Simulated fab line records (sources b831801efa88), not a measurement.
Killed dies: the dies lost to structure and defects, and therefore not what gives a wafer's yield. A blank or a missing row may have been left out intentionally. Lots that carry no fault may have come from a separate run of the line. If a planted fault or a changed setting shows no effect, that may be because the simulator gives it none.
Split-lot study ; flow gf180mcu ; 23 wafers read across 5 lots, on a route 602 steps long

== SPLIT DETAILS ==
At GF_TOP_METAL_SPUTTER_00 (material Ti, target thk 37.5 nm, time 150 s), the setting chamber pressure pa was moved away from the recipe's 2 Pa on 20 of the 23 wafers read, by -15.0% to +13.3%. For the rest of the wafers, this setting stayed at what the recipe calls for.

The split's own step is where the reading is taken.

== THE READING ==
Ti_of_TOP_METAL_SPUTTER_00.thk nm (the simulator's own value, which no gauge read), in nm, at GF_TOP_METAL_SPUTTER_00 (material Ti, target thk 37.5 nm, time 150 s). No usual value for it is given in the file. Across the 3 wafers here that went through the recipe, the average is 37.90 nm and the standard deviation 0.15 nm.

wafer;tool, chamber at the split;chamber pressure pa as run, Pa;against the recipe;Ti_of_TOP_METAL_SPUTTER_00.thk nm, nm;against lot-mates on the recipe
L079.1;pvd sputter-01, -;2.267;+13.3%;35.1;no lot-mate on the recipe
L079.3;pvd sputter-01, -;2.267;+13.3%;35.42;no lot-mate on the recipe
L079.4;pvd sputter-01, -;2.267;+13.3%;35.23;no lot-mate on the recipe
L079.5;pvd sputter-01, -;2.267;+13.3%;35.31;no lot-mate on the recipe
L079.6;pvd sputter-01, -;2.267;+13.3%;35.29;no lot-mate on the recipe
L081.1;pvd sputter-03, -;1.741;-12.9%;41.29;no lot-mate on the recipe
L081.2;pvd sputter-03, -;1.741;-12.9%;41.03;no lot-mate on the recipe
L081.3;pvd sputter-03, -;1.741;-12.9%;41;no lot-mate on the recipe
L081.5;pvd sputter-03, -;1.741;-12.9%;40.89;no lot-mate on the recipe
L081.6;pvd sputter-03, -;1.741;-12.9%;40.9;no lot-mate on the recipe
L080.1;pvd sputter-04, -;1.7;-15.0%;40.87;no lot-mate on the recipe
L080.2;pvd sputter-04, -;1.7;-15.0%;40.2;no lot-mate on the recipe
L080.3;pvd sputter-04, -;1.7;-15.0%;40.24;no lot-mate on the recipe
L080.4;pvd sputter-04, -;1.7;-15.0%;40.88;no lot-mate on the recipe
L080.5;pvd sputter-04, -;1.7;-15.0%;40.67;no lot-mate on the recipe
L082.1;pvd sputter-04, -;1.904;-4.8%;37.62;no lot-mate on the recipe
L082.2;pvd sputter-04, -;1.904;-4.8%;38.46;no lot-mate on the recipe
L082.3;pvd sputter-04, -;1.904;-4.8%;38.18;no lot-mate on the recipe
L082.4;pvd sputter-04, -;1.904;-4.8%;37.92;no lot-mate on the recipe
L082.5;pvd sputter-04, -;1.904;-4.8%;37.64;no lot-mate on the recipe
L085.3;pvd sputter-01, -;2;recipe;37.98;-
L085.4;pvd sputter-01, -;2;recipe;38.03;-
L085.6;pvd sputter-01, -;2;recipe;37.68;-

THE FIT
A straight line over all 23 wafers: Ti_of_TOP_METAL_SPUTTER_00.thk nm changes by -0.2 nm for each +1% of chamber pressure pa; r = -0.97; the points scatter about the line by 0.56 nm.
Too few moved wafers have a lot-mate on the recipe to fit a line with each lot's own level taken away.

== FILE'S OWN FIT ==
Ti_of_TOP_METAL_SPUTTER_00.thk nm changes by -0.2 nm for each +1% of chamber pressure pa, r = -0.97.
